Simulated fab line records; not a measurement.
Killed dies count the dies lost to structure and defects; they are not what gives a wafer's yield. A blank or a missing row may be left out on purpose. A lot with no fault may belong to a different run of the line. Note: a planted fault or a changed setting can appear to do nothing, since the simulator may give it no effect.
Which of the tools did it? | flow gf180mcu | 12 lots, 36 wafers sampled, at 1 step of a route of 602

== WHAT THE GAUGES READ, wafer by wafer ==
GF_M1_THK_MEAS_06: measures by xrf. Usual: M1_ALCU_THK gives 443 nm (standard deviation 5.5).
lot  | measured     | on            | M1_ALCU_THK (nm) | flag
L829 | day 16 03:25 | film_metro-01 | 439 438 441      |
L830 | day 16 12:37 | film_metro-03 | 449 446 446      |
L831 | day 16 23:21 | film_metro-01 | 443 443 439      |
L836 | day 18 21:34 | film_metro-03 | 436 436 442      |
L841 | day 21 06:03 | film_metro-01 | 438 440 435      |
L840 | day 21 07:13 | film_metro-01 | 447 444 446      |
L843 | day 22 01:01 | film_metro-03 | 453 446 448      |
L845 | day 22 13:35 | film_metro-03 | 439 440 440      |
L844 | day 22 15:13 | film_metro-01 | 430 430 433      |
L848 | day 23 03:04 | film_metro-04 | 451 453 450      |
L847 | day 23 10:13 | film_metro-03 | 443 445 442      |
L850 | day 23 23:38 | film_metro-03 | 439 436 442      |

== EACH LOT AND THE TOOL THAT RAN IT (in order: tool; ch and the chambers of the sampled wafers; start) ==
Record: no process step prior to these readings.

== AS READ BY THE TOOLS THEMSELVES (means over the sampled wafers that have a number; for cases with no such wafer, the mark the record gives instead) ==
The record holds no such reading with a usual standard deviation.

== THE ANSWER, worked out from the rows above alone ==
Rule: a lot counts as off when the mean over its wafers that have a number is more than 3 standard deviations away from the usual mean. A lot without any number at a reading at which 4 lots or more have one is off too. Any other lot the step has rows for is counted as sound. The gauges are gone through in route order, then the tools' own readings, and for those a lot's mean is taken as printed above. The first step at which some lot is off is used, and at that step the reading that is off furthest; a lot without a number counts as furthest.
No lot is off at any reading shown: from this, nothing can be told.

== WHAT THE SIMULATOR HAD INSERTED ==
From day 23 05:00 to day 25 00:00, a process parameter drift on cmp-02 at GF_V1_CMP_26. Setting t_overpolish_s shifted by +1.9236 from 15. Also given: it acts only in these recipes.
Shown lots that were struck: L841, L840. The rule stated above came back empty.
